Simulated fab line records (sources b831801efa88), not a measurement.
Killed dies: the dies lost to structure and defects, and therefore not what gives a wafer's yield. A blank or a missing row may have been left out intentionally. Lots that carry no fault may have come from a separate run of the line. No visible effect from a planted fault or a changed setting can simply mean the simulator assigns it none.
fab line records	flow sky130
[record] lots = 6	wafers = 18	lastDay = 50
route steps=708 shown LOCAL_INTERCONNECT@388 PAD_OPEN@708
lots that met no fault: from a run of the same line without faults
startH: hours from the record's first day to the start of the lot's first wafer shown	waitH: hours elapsed since this lot's preceding step	" the same as in the row above	L1.1+2: a row that stands for several wafers	- no value present, or no start provided	* or withheld: withheld	< > ~ a bound
route shown NAME@n: a module of which the file shows steps, and the number in the route of the first	usual: mean/standard deviation taken from wafers without a fault	same: alike in all rows	chamber/n: place in a boat	sites: the reading at each site	_std_site: their standard deviation	_edge_site: outer sites' mean less inner sites'	radiusMm: for every site, how far away it sits from the centre of the wafer	mask NAME#n: copy n	behind: the tool/chamber that last shaped the wafer	hold: reason for holding the lot/hours on hold/outcome of the hold	device: which transistor (n, p or np) failed to switch	end of line: tests of these same wafers at the route's end	for a step that has no rows: nothing shown but its recipe	killed: the dies lost at the first sort to structure and to defects; this is not the yield of the wafer	map: a wafer's dies, marking killed ones x, the rest . and places with no die _
set.NAME: setting as actually run; set.NAME@STEP: the setting as run at that earlier step	model.NAME: the simulator's own value behind a step, which no gauge read
lots at some steps of the route; a table a step, a row a wafer
services: when a tool's chamber went out of use (startH, in hours from the record's first day, below 0 if earlier), for how many hours, and the reason
[[steps]]
[step SKY_LOCAL_INTERCONNECT_RS_MEAS_01]
[recipe] thkMeasGauge = four-point-probe	reads = TiN_of_LOCAL_INTERCONNECT_SPUTTER_00
[usual] LOCAL_INTERCONNECT_TIN_RS = 14.19/0.19
lot.wafer	tool	chamber	startH	waitH	LOCAL_INTERCONNECT_TIN_RS[ohm/sq]
L901.1	filmMetro-02	-	719.59	0.0	13.95
L901.3	"	-	"	"	14.06
L901.4	"	-	"	"	14.15
L902.3	filmMetro-04	-	735.73	0.1	13.81
L902.4	"	-	"	"	14.08
L902.5	"	-	"	"	14.06
L912.1	filmMetro-02	-	813.23	0.0	14.14
L912.5	"	-	"	"	14.31
L912.6	"	-	"	"	14.27
L916.1	filmMetro-02	-	839.75	0.0	14.46
L916.2	"	-	"	"	14.31
L916.6	"	-	"	"	14.29
L917.1	filmMetro-04	-	846.64	0.0	14.07
L917.2	"	-	"	"	14.21
L917.3	"	-	"	"	14.20
L918.1	filmMetro-02	-	851.86	0.0	14.02
L918.2	"	-	"	"	13.93
L918.6	"	-	"	"	13.97
[step SKY_LOCAL_INTERCONNECT_THK_MEAS_02]
[recipe] thkMeasGauge = xrf	reads = TiN_of_LOCAL_INTERCONNECT_SPUTTER_00
[usual] LOCAL_INTERCONNECT_TIN_THK = 99.5/1.4
lot.wafer	tool	chamber	startH	waitH	LOCAL_INTERCONNECT_TIN_THK[nm]
L901.1	filmMetro-02	-	719.71	0.1	101.8
L901.3	"	-	"	"	100.6
L901.4	"	-	"	"	100.0
L902.3	filmMetro-04	-	735.83	0.1	101.5
L902.4	"	-	"	"	100.1
L902.5	"	-	"	"	99.6
L912.1	filmMetro-02	-	813.35	0.1	100.1
L912.5	"	-	"	"	99.5
L912.6	"	-	"	"	99.0
L916.1	filmMetro-02	-	839.87	0.1	98.0
L916.2	"	-	"	"	99.0
L916.6	"	-	"	"	99.2
L917.1	filmMetro-04	-	846.76	0.1	99.7
L917.2	"	-	"	"	99.1
L917.3	"	-	"	"	99.0
L918.1	filmMetro-02	-	851.98	0.1	100.8
L918.2	"	-	"	"	101.5
L918.6	"	-	"	"	101.7
[step SKY_LOCAL_INTERCONNECT_DEHYDRATE_03]
[recipe] tempC = 200	timeS = 60
[step SKY_LOCAL_INTERCONNECT_HMDS_04]
[recipe] primeTimeS = 60	primeTempC = 120
[step SKY_LOCAL_INTERCONNECT_COAT_05]
[recipe] resist = BARC	tempC = withheld	timeS = withheld	spinRpm = 3000	resistThkNm = 60
[step SKY_LOCAL_INTERCONNECT_COAT_06]
[recipe] resist = KrF-thick	spinRpm = 3000	resistThkNm = 450
[step SKY_LOCAL_INTERCONNECT_SOFTBAKE_07]
[recipe] tempC = 100	timeS = 90	resist = KrF-thick
[step SKY_LOCAL_INTERCONNECT_EXPOSE_08]
[recipe] maskId = LI1M	na = 0.8	sourceShape = annular	sigmaInner = 0.55	sigmaOuter = 0.85	targetCdNm = 170	doseMj = 28
[step SKY_LOCAL_INTERCONNECT_PEB_09]
[recipe] pebTempC = withheld	pebTimeS = withheld	resist = KrF-thick
[step SKY_LOCAL_INTERCONNECT_DEVELOP_10]
[recipe] developTimeS = 60	resist = KrF-thick	devTempC = 21
[step SKY_LOCAL_INTERCONNECT_CD_MEAS_11]
[recipe] targetCdNm = 170
[usual] cdNm = 170.6/1.4
lot.wafer	tool	chamber	startH	waitH	cdNm
L901.1	cdSem-02	-	747.11	-	171.1
L901.3	"	-	"	"	169.8
L901.4	"	-	"	"	170.3
L902.3	cdSem-01	-	763.81	-	172.0
L902.4	"	-	"	"	172.6
L902.5	"	-	"	"	172.2
L912.1	cdSem-02	-	839.32	-	172.7
L912.5	"	-	"	"	172.7
L912.6	"	-	"	"	172.0
L916.1	cdSem-02	-	865.92	-	169.5
L916.2	"	-	"	"	171.8
L916.6	"	-	"	"	170.1
L917.1	cdSem-01	-	872.14	-	170.9
L917.2	"	-	"	"	171.1
L917.3	"	-	"	"	170.8
L918.1	cdSem-01	-	878.09	-	170.3
L918.2	"	-	"	"	170.6
L918.6	"	-	"	"	169.5
[step SKY_LOCAL_INTERCONNECT_OVL_MEAS_12]
[usual] LOCAL_INTERCONNECT_OVL = 0/5.2
lot.wafer	tool	chamber	startH	waitH	LOCAL_INTERCONNECT_OVL[nm]
L901.1	overlay-02	-	747.23	0.1	3
L901.3	"	-	"	"	2
L901.4	"	-	"	"	4
L902.3	overlay-01	-	763.91	0.1	-3
L902.4	"	-	"	"	-2
L902.5	"	-	"	"	-9
L912.1	overlay-02	-	839.44	0.1	14
L912.5	"	-	"	"	7
L912.6	"	-	"	"	8
L916.1	overlay-01	-	866.04	0.1	3
L916.2	"	-	"	"	-1
L916.6	"	-	"	"	-4
L917.1	overlay-02	-	872.26	0.1	-6
L917.2	"	-	"	"	-5
L917.3	"	-	"	"	-3
L918.1	overlay-01	-	878.21	0.1	0
L918.2	"	-	"	"	-2
L918.6	"	-	"	"	8
[step SKY_LOCAL_INTERCONNECT_ETCH_13]
[recipe] chemistry = N2/H2	target = BARC	ionEnergyEv = 200	biasW = 100	pressureMtorr = 30	n2FlowSccm = 100	h2FlowSccm = 200	icpW = 500	stopOn = SiO2	timeS = 45.9	targetDepthA = 600
[usual] chamberPressureMTorr = 30.002/0.03	drypumpMotorCurrentA = 5.52/0.27	heBacksideLeakSccm = 3.29/0.25	oesProductAu = 0.854/0.0048	throttleValvePct = 13.226/0.0084
lot.wafer	tool	chamber	startH	waitH	chamberPressureMTorr	drypumpMotorCurrentA	heBacksideLeakSccm	oesProductAu	rfHoursCounterH	throttleValvePct
L901.1	rieMetal-02	0	747.27	0.0	36.067	5.73	3.13	0.862	11	13.218
L901.3	"	0	"	"	36.036	5.73	3.36	0.862	-	13.235
L901.4	"	1	"	"	30.000	5.25	3.16	0.856	-	13.230
L902.3	rieMetal-02	1	763.95	0.0	29.945	5.25	3.48	0.852	-	13.219
L902.4	"	0	"	"	36.007	5.72	3.20	0.849	-	13.227
L902.5	"	1	"	"	29.959	5.25	3.41	0.853	-	13.222
L912.1	rieMetal-03	1	839.48	0.0	29.948	5.90	3.17	0.852	16	13.218
L912.5	"	0	"	"	29.989	5.38	3.58	0.850	-	13.222
L912.6	"	1	"	"	30.032	5.87	3.13	0.851	-	13.221
L916.1	rieMetal-02	0	866.08	0.0	29.995	5.73	3.23	0.861	16	13.215
L916.2	"	1	"	"	29.973	5.27	3.01	0.859	0	13.215
L916.6	"	1	"	"	30.018	5.28	3.15	0.854	-	13.219
L917.1	rieMetal-02	1	872.30	0.0	30.040	5.24	3.21	0.854	0	13.227
L917.2	"	0	"	"	29.977	5.72	3.27	0.863	17	13.227
L917.3	"	1	"	"	29.992	5.25	3.24	0.859	-	13.229
L918.1	rieMetal-01	0	878.25	0.0	29.960	5.10	3.45	0.854	13	13.215
L918.2	"	1	"	"	30.019	5.61	3.24	0.859	4	13.223
L918.6	"	0	"	"	30.044	5.10	3.49	0.859	-	13.223
[step SKY_LOCAL_INTERCONNECT_METAL_ETCH_14]
[recipe] targetDepthNm = 110	stopOn = PSG	chemistry = Cl2/BCl3	target = TiN	resistSidewallDeg = 88	pressureMtorr = 10	icpW = 900	biasW = 48.5	Cl2_flow_sccm = 60	bcl3FlowSccm = 30	timeS = 31.4
[usual] chamberPressureMTorr = 10.000/0.0094	drypumpMotorCurrentA = 5.51/0.27	heBacksideLeakSccm = 3.3/0.39	oesProductAu = 0.940/0.0085	throttleValvePct = 21.902/0.01
lot.wafer	tool	chamber	startH	waitH	chamberPressureMTorr	drypumpMotorCurrentA	heBacksideLeakSccm	oesProductAu	rfHoursCounterH	throttleValvePct
L901.1	rieMetal-02	0	747.33	0.0	10.002	5.75	3.4	0.944	11	21.900
L901.3	"	0	"	"	9.993	5.72	3.5	0.945	-	21.893
L901.4	"	1	"	"	10.005	5.28	3.2	0.941	-	21.905
L902.3	rieMetal-02	1	764.01	0.0	9.994	5.17	3.2	0.962	-	21.895
L902.4	"	0	"	"	9.997	5.71	2.9	0.945	-	21.896
L902.5	"	1	"	"	9.993	5.19	3.1	0.947	-	21.893
L912.1	rieMetal-03	1	839.54	0.0	10.013	5.86	3.1	0.946	16	21.898
L912.5	"	0	"	"	10.005	5.41	3.4	0.932	-	21.895
L912.6	"	1	"	"	9.989	5.88	3.2	0.938	-	21.903
L916.1	rieMetal-02	0	866.14	0.0	10.017	5.69	3.2	0.921	16	21.918
L916.2	"	1	"	"	9.995	5.23	3.2	0.938	0	21.905
L916.6	"	1	"	"	10.015	5.20	3.2	0.939	-	21.909
L917.1	rieMetal-02	1	872.36	0.0	9.994	5.21	3.2	0.942	0	21.906
L917.2	"	0	"	"	10.006	5.72	2.9	0.944	17	21.896
L917.3	"	1	"	"	10.001	5.23	3.1	0.937	-	21.905
L918.1	rieMetal-01	0	878.31	0.0	10.008	5.12	3.5	0.940	13	21.913
L918.2	"	1	"	"	9.994	5.56	3.5	0.947	4	21.908
L918.6	"	0	"	"	9.998	5.10	3.4	0.955	-	21.901
[step SKY_PAD_OPEN_PROBE_99]
[usual] killed_at_M0_to_M3 = 43/6.7	killed_at_M4_up = 3.0/1.9	killedAtContacts = 25/5.4	killedAtFrontEnd = 16/4.5	killedAtOther = 0.4/0.62	killedDies = 87/9.6	killedOpen = 47/7	killedShort = 39/6.1
[same] grossDies = 492	killedAtBackSide = 0
lot.wafer	tool	chamber	startH	waitH	killed_at_M0_to_M3	killed_at_M4_up	killedAtContacts	killedAtFrontEnd	killedAtOther	killedDies	killedOpen	killedShort
L901.1	prober-01	-	1107.36	0.1	45	3	33	10	0	91	50	41
L901.3	prober-01	-	1107.46	0.2	42	3	29	21	0	95	53	42
L901.4	prober-01	-	1107.51	0.2	60	5	32	10	0	107	62	45
L902.3	prober-02	-	1118.02	0.2	35	4	15	18	1	73	41	32
L902.4	prober-02	-	1118.07	0.2	46	2	24	15	0	87	46	41
L902.5	prober-02	-	1118.12	0.2	60	4	19	17	0	100	59	41
L912.1	prober-02	-	1171.38	0.1	46	2	29	12	0	89	46	43
L912.5	prober-02	-	1171.58	0.2	47	3	36	20	0	106	57	48
L912.6	prober-02	-	1171.63	0.2	66	1	22	19	0	108	56	52
L916.1	prober-02	-	1191.11	0.1	40	1	31	20	1	93	56	37
L916.2	prober-02	-	1191.16	0.1	34	2	18	16	0	70	37	33
L916.6	prober-02	-	1191.36	0.2	36	0	27	25	0	88	49	39
L917.1	prober-01	-	1194.04	0.1	42	4	32	14	0	92	44	47
L917.2	prober-01	-	1194.09	0.1	31	2	17	14	1	65	30	35
L917.3	prober-01	-	1194.14	0.2	36	9	16	16	0	77	38	39
L918.1	prober-02	-	1196.39	0.1	34	1	34	17	0	86	51	35
L918.2	prober-02	-	1196.44	0.1	42	6	23	17	0	88	50	38
L918.6	prober-02	-	1196.64	0.2	40	4	22	14	0	80	38	42
// killed by level:class
L901.1 VIA1:geometricParticle:open=15 LI_CONTACT:geometricParticle:open=10 CONTACT:geometricParticle:short=6 CONTACT:geometricParticle:open=6 LI_CONTACT:geometricParticle:short=5 METAL2:geometricParticle:short=5 VIA3:geometricParticle:short=5 VIA3:geometricParticle:open=5
L901.3 CONTACT:geometricParticle:open=12 LOCAL_INTERCONNECT:geometricParticle:short=7 VIA2:geometricParticle:open=7 VIA3:geometricParticle:open=7 FIELD_ISO:geometricParticle:short=6 VIA1:geometricParticle:open=6 METAL2:geometricParticle:short=6 VIA2:geometricParticle:short=6
L901.4 VIA1:geometricParticle:open=19 CONTACT:geometricParticle:open=13 VIA2:geometricParticle:open=8 LI_CONTACT:geometricParticle:open=7 CONTACT:geometricParticle:short=7 METAL1:geometricParticle:short=7 METAL2:geometricParticle:short=5 VIA1:geometricParticle:short=5
L902.3 VIA1:geometricParticle:open=13 CONTACT:geometricParticle:open=5 FIELD_ISO:geometricParticle:open=4 FIELD_ISO:geometricParticle:short=4 POLY_GATE:geometricParticle:open=4 POLY_GATE:geometricParticle:short=4 LI_CONTACT:geometricParticle:open=4 LOCAL_INTERCONNECT:geometricParticle:short=4
L902.4 VIA1:geometricParticle:open=12 LI_CONTACT:geometricParticle:open=9 METAL2:geometricParticle:short=8 METAL1:geometricParticle:short=6 POLY_GATE:geometricParticle:open=5 CONTACT:geometricParticle:open=5 VIA3:geometricParticle:open=5 POLY_GATE:geometricParticle:short=4
L902.5 VIA1:geometricParticle:open=20 VIA1:geometricParticle:short=9 LI_CONTACT:geometricParticle:open=6 CONTACT:geometricParticle:open=6 METAL2:geometricParticle:short=6 FIELD_ISO:geometricParticle:open=5 METAL1:geometricParticle:short=5 VIA3:geometricParticle:open=5
L912.1 CONTACT:geometricParticle:open=8 VIA3:geometricParticle:open=8 LI_CONTACT:geometricParticle:open=7 LOCAL_INTERCONNECT:geometricParticle:short=7 VIA2:geometricParticle:short=6 METAL1:geometricParticle:short=6 VIA1:geometricParticle:open=6 VIA2:geometricParticle:open=5
L912.5 CONTACT:geometricParticle:open=15 LOCAL_INTERCONNECT:geometricParticle:short=8 CONTACT:geometricParticle:short=8 METAL2:geometricParticle:short=8 VIA2:geometricParticle:open=8 VIA1:geometricParticle:open=7 FIELD_ISO:geometricParticle:short=6 FIELD_ISO:geometricParticle:open=6
L912.6 VIA3:geometricParticle:open=13 VIA1:geometricParticle:open=10 CONTACT:geometricParticle:open=9 METAL1:geometricParticle:short=9 VIA3:geometricParticle:short=8 METAL2:geometricParticle:short=7 FIELD_ISO:geometricParticle:short=6 LI_CONTACT:geometricParticle:open=5
L916.1 CONTACT:geometricParticle:open=13 VIA1:geometricParticle:open=12 FIELD_ISO:geometricParticle:open=6 VIA2:geometricParticle:open=6 VIA3:geometricParticle:open=6 LI_CONTACT:geometricParticle:short=5 VIA1:geometricParticle:short=5 FIELD_ISO:geometricParticle:short=4
L916.2 VIA1:geometricParticle:open=8 CONTACT:geometricParticle:open=7 METAL1:geometricParticle:short=6 FIELD_ISO:geometricParticle:short=5 LOCAL_INTERCONNECT:geometricParticle:short=5 FIELD_ISO:geometricParticle:open=4 VIA1:geometricParticle:short=4 VIA3:geometricParticle:open=4
L916.6 CONTACT:geometricParticle:open=11 POLY_GATE:geometricParticle:open=8 VIA1:geometricParticle:short=7 CONTACT:geometricParticle:short=6 VIA1:geometricParticle:open=6 VIA3:geometricParticle:open=6 FIELD_ISO:geometricParticle:open=5 METAL2:geometricParticle:short=5
L917.1 CONTACT:geometricParticle:open=10 LI_CONTACT:geometricParticle:open=9 VIA1:geometricParticle:open=6 METAL2:geometricParticle:short=6 VIA2:geometricParticle:open=6 VIA1:geometricParticle:short=5 FIELD_ISO:geometricParticle:short=4 POLY_GATE:geometricParticle:short=4
L917.2 FIELD_ISO:geometricParticle:short=8 METAL2:geometricParticle:short=8 LI_CONTACT:geometricParticle:open=6 CONTACT:geometricParticle:open=6 VIA1:geometricParticle:open=5 VIA2:geometricParticle:short=3 CONTACT:geometricParticle:short=3 METAL1:geometricParticle:short=3
L917.3 VIA1:geometricParticle:open=7 METAL4:geometricParticle:short=7 FIELD_ISO:geometricParticle:open=6 METAL1:geometricParticle:short=6 LI_CONTACT:geometricParticle:open=5 VIA2:geometricParticle:open=5 POLY_GATE:geometricParticle:short=4 CONTACT:geometricParticle:open=4
L918.1 LI_CONTACT:geometricParticle:open=12 CONTACT:geometricParticle:open=12 VIA1:geometricParticle:open=9 POLY_GATE:geometricParticle:open=5 METAL2:geometricParticle:short=5 VIA2:geometricParticle:short=5 FIELD_ISO:geometricParticle:short=4 CONTACT:geometricParticle:short=4
L918.2 VIA1:geometricParticle:open=12 LI_CONTACT:geometricParticle:open=11 VIA2:geometricParticle:open=8 CONTACT:geometricParticle:short=5 CONTACT:geometricParticle:open=4 METAL1:geometricParticle:short=4 VIA1:geometricParticle:short=4 METAL4:geometricParticle:short=4
L918.6 CONTACT:geometricParticle:open=8 LOCAL_INTERCONNECT:geometricParticle:short=7 VIA1:geometricParticle:open=7 VIA3:geometricParticle:open=7 VIA1:geometricParticle:short=5 METAL1:geometricParticle:short=4 METAL2:geometricParticle:short=4 VIA3:geometricParticle:short=4
[[services]]
tool	chamber	startH	hours	kind
rieMetal-03	-	737.75	1.4	pm
rieMetal-01	1	746.41	1.8	repair
rieMetal-01	1	748.17	-	clean
rieMetal-01	1	748.17	20.0	scheduledDown
rieMetal-01	1	748.17	20.0	ventCycle
rieMetal-02	0	769.09	16.7	repair
rieMetal-02	0	788.42	5.4	repair
rieMetal-01	-	819.89	14.6	pm
rieMetal-02	1	848.02	-	clean
rieMetal-02	1	848.02	16.0	scheduledDown
rieMetal-02	1	848.02	16.0	ventCycle
rieMetal-01	-	857.32	0.3	repair
[[key]]
[firstSign] step = SKY_LOCAL_INTERCONNECT_ETCH_13	reading = chamberPressureMTorr	direction = up	sigmas = 99+	usual = 30.002	struck = 36.037
effect none on later readings
metAt SKY_LOCAL_INTERCONNECT_ETCH_13
struckWafers L901.1,L901.3,L902.4
testerLeftOut L901,L902
[fault] kind = processParameterDrift	tool = rieMetal-02	chamber = 0	onsetH = 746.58	steps = SKY_LOCAL_INTERCONNECT_ETCH_13	channel = pressureMtorr	offset = 6	shape = step	endH = 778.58	actsIn = theseRecipesOnly	stated = 30
// testerLeftOut: of these lots the tester's yield and bins aren't shown, on N5 and GAA mostly nor the transistor test; their killed dies are dies lost to structure and defects alone, not to doping, threshold or leakage, so they don't give the yield
